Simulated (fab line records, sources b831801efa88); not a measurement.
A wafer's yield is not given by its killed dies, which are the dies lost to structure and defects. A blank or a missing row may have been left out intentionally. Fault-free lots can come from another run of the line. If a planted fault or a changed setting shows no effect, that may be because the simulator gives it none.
Which tool did it?	flow sky130	Sampling: 13 lots, 39 wafers, 4 of 708 route steps

WHAT THE GAUGES SHOWED, per wafer
SKY_VIA4_OVL_MEAS_11.
lot	measured	on	VIA4_OVL (nm)
L185	day 42 22:57	overlay-02	3.2 -0.6 0.8
L186	day 43 06:31	overlay-01	3.1 0.5 1.8
L187	day 43 10:51	overlay-02	-1.6 -1.9 -1.6
L191	day 44 09:16	overlay-02	0.1 -2.6 -0.8
L192	day 44 17:49	overlay-02	0.4 0.7 1.5
L193	day 44 23:07	overlay-01	1.7 2.4 2.6
L194	day 45 07:06	overlay-01	1.1 -1.3 -1.1
L195	day 45 17:04	overlay-01	1.2 2.0 -0.4
L196	day 45 23:19	overlay-01	1.1 1.6 -0.4
L197	day 46 06:42	overlay-01	2.1 -0.3 1.4
L201	day 47 06:46	overlay-01	-0.2 0.9 -0.3
L204	day 47 21:25	overlay-01	0.6 2.2 2.4
L205	day 48 01:37	overlay-02	1.6 2.3 1.8

SKY_METAL5_RS_MEAS_05: uses a four-point probe to measure.
lot	measured	on	METAL5_ALCU_RS (ohm/sq)
L185	day 43 00:31	film_metro-01	0.0275 0.0271 0.0272
L186	day 43 08:14	film_metro-04	0.0266 0.0270 0.0269
L187	day 43 12:25	film_metro-01	0.0276 0.0273 0.0272
L191	day 44 10:51	film_metro-04	0.0269 0.0271 0.0271
L192	day 44 19:23	film_metro-02	0.0269 0.0270 0.0268
L193	day 45 00:41	film_metro-04	0.0272 0.0274 0.0271
L194	day 45 08:41	film_metro-01	0.0272 0.0274 0.0273
L195	day 45 18:38	film_metro-01	0.0266 0.0266 0.0268
L196	day 46 00:56	film_metro-04	0.0267 0.0268 0.0269
L197	day 46 08:46	film_metro-02	0.0272 0.0274 0.0271
L201	day 47 08:21	film_metro-02	0.0269 0.0274 0.0272
L204	day 47 22:58	film_metro-04	0.0269 0.0269 0.0267
L205	day 48 03:19	film_metro-02	0.0275 0.0278 0.0278

SKY_METAL5_THK_MEAS_06: measures by xrf.
lot	measured	on	METAL5_ALCU_THK (nm)
L185	day 43 00:38	film_metro-01	1135 1140 1140
L186	day 43 08:20	film_metro-04	1154 1141 1140
L187	day 43 12:32	film_metro-01	1124 1131 1136
L191	day 44 10:58	film_metro-04	1156 1146 1142
L192	day 44 19:30	film_metro-02	1173 1160 1180
L193	day 45 00:47	film_metro-04	1138 1138 1137
L194	day 45 08:49	film_metro-01	1144 1130 1123
L195	day 45 18:45	film_metro-01	1160 1170 1157
L196	day 46 01:03	film_metro-04	1162 1156 1154
L197	day 46 08:53	film_metro-02	1157 1151 1155
L201	day 47 08:28	film_metro-02	1168 1142 1152
L204	day 47 23:05	film_metro-04	1151 1152 1159
L205	day 48 03:25	film_metro-02	1145 1123 1129

WHICH TOOL RAN EACH LOT (tool, then ch and the chambers of the sampled wafers, then the start)
lot	SKY_VIA2_HDPCVD_00
L185	hdpcvd-02 ch 0,1,2, day 35 10:18
L186	hdpcvd-02 ch 0,1,2, day 35 19:31
L187	hdpcvd-01 ch 0,2, day 36 02:07
L191	hdpcvd-01 ch 0,1,2, day 36 22:02
L192	hdpcvd-01 ch 1,2, day 37 11:11
L193	hdpcvd-02 ch 0,1, day 37 14:50
L194	hdpcvd-01 ch 0,1, day 38 00:41
L195	hdpcvd-01 ch 1,2, day 38 14:53
L196	hdpcvd-02 ch 1,2, day 38 19:59
L197	hdpcvd-01 ch 0,2, day 39 03:11
L201	hdpcvd-01 ch 0,2, day 40 07:45
L204	hdpcvd-01 ch 0,1,2, day 41 04:46
L205	hdpcvd-01 ch 0,2, day 41 06:55
- SKY_VIA2_HDPCVD_00: deposits SiO2, target thk 1180 nm, time 196.7 s.

AS READ BY THE TOOLS THEMSELVES (means over the sampled wafers that have a number; for cases with no such wafer, the mark the record gives instead)
The record holds no such reading with a usual standard deviation.

THE ANSWER, worked out from the rows above alone
Rule: the usual values come from the lots themselves. The widest of any qualifying gaps counts: lots, ordered by their means at a reading, are off when they make up no more than a third of the lots, leave a main group of 4 or more, and stand apart from it by 3 or more times the standard deviation of that group's means. A main group whose means are all the same, to the digits that the tables above print for the reading, isn't used. A lot without any number at a reading at which 4 lots or more have one is off too. Any other lot the step has rows for is counted as sound. First the gauges in route order, then the tools' own readings, where a lot's mean is used as printed above. At the first step where some lot is off, the reading lying furthest off is the one used; lots without a number count as furthest.
Across all readings shown, no lot is off: no conclusion can be drawn from this.

WHAT THE SIMULATOR PUT IN
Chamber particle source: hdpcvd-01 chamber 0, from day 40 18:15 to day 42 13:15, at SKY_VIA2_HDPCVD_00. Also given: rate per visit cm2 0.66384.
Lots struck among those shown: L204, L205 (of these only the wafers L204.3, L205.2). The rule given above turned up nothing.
